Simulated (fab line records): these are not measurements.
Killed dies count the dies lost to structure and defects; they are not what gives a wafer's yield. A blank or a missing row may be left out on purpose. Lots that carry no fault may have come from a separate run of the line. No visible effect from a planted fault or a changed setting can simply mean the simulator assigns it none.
Problem report in the 8D (eight disciplines) form, filled by code -- flow gf180mcu -- the parts of the form that need people (team, actions taken, sign-off) are left out

== 1. PROBLEM STATEMENT ==
Mean LVPWELL_RS at GF_VT_IMPLANT_RS_MEAS_48: 1209.3 ohm/sq over 6 wafers in 2 lots; fault-free wafers: 1197.3 ohm/sq, standard deviation 2.4. That puts it +5.0 standard deviations away from the usual mean.
The step: measures by four-point-probe.
First observed at day 12 13:56: wafer L970.1, on film metro-03. The record holds 42 wafers of 14 lots with a number at this step. Rule for "out", or "out of limits": more than 4 standard deviations from the usual mean. All remaining wafers that have a number are taken as sound.

== 2. WHAT IT IS, AND WHAT IT ISN'T ==
question,is,is not
which readings at this step,LVPWELL_RS,-
which lots,"L970, L974","L953, L954, L955, L956, L957, L958, L960, L961, L962, L963, L964, L966"
which wafers of those lots,all that have a number,-
read on which gauges,film metro-03,"film metro-01, film metro-02"
when,from day 12 13:56,up to then (36 sound wafers)

== 3. THE SUSPECTS, EACH WITH WHAT RULES IT OUT ==
Counting: a tool stays on the suspect list if, at a process step up to the reading, it processed all lots that are out and no sound lot following the first of them.
- the gauge at GF_VT_IMPLANT_RS_MEAS_48: kept. All the wafers that are out were read on film metro-03, and no step on other tools shows them out.
- implanter-03 at GF_LVPWELL_IMPLANT_08: kept. All lots that are out passed through it, beginning with L970 at day 8 02:22, and no sound lot followed; its final sound lot before that point was L962 at day 6 05:01.
The count leaves film metro-03 at GF_VT_IMPLANT_RS_MEAS_48 and implanter-03 at GF_LVPWELL_IMPLANT_08.

== 4. THE CAUSE (what the simulator had put in) ==
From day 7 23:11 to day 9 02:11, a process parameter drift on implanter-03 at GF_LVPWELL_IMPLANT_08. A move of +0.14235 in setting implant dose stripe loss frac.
Counting leaves 2 suspects; this tool is one of them.

== 5. THE CHAIN OF EFFECTS, in route order ==
Each row: a reading whose mean over the struck wafers that have a number lies more than 3 standard deviations from the usual. Scope: only readings with a usual standard deviation given in the record; hours: median across lots of the time from each lot's start at the first step in this table that gives one to its start at this step; sigmas: change in usual standard deviations.
hours,step,reading,usual,on struck wafers,change,sigmas
0,GF_VT_IMPLANT_RS_MEAS_48,LVPWELL_RS,1197.3 ohm/sq,1209.3,+12.0,+5.0
At these later measuring or inspecting steps, every struck wafer for which the step has a row has a number for every such reading, and none has moved that far: GF_M2_RS_MEAS_05, GF_V2_THK_MEAS_25.

== 6. WHAT WOULD HAVE CAUGHT IT SOONER ==
Counted from the fault's start at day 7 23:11, it took 111 hours until the first out-of-limits reading at a measuring or inspecting step in this record, taken at day 12 13:56.
By day 12 13:56 the whole set of lots that are out, 2 in number, had already begun GF_LVPWELL_IMPLANT_08 on implanter-03. A hold on the tool at that time would have spared none of them.
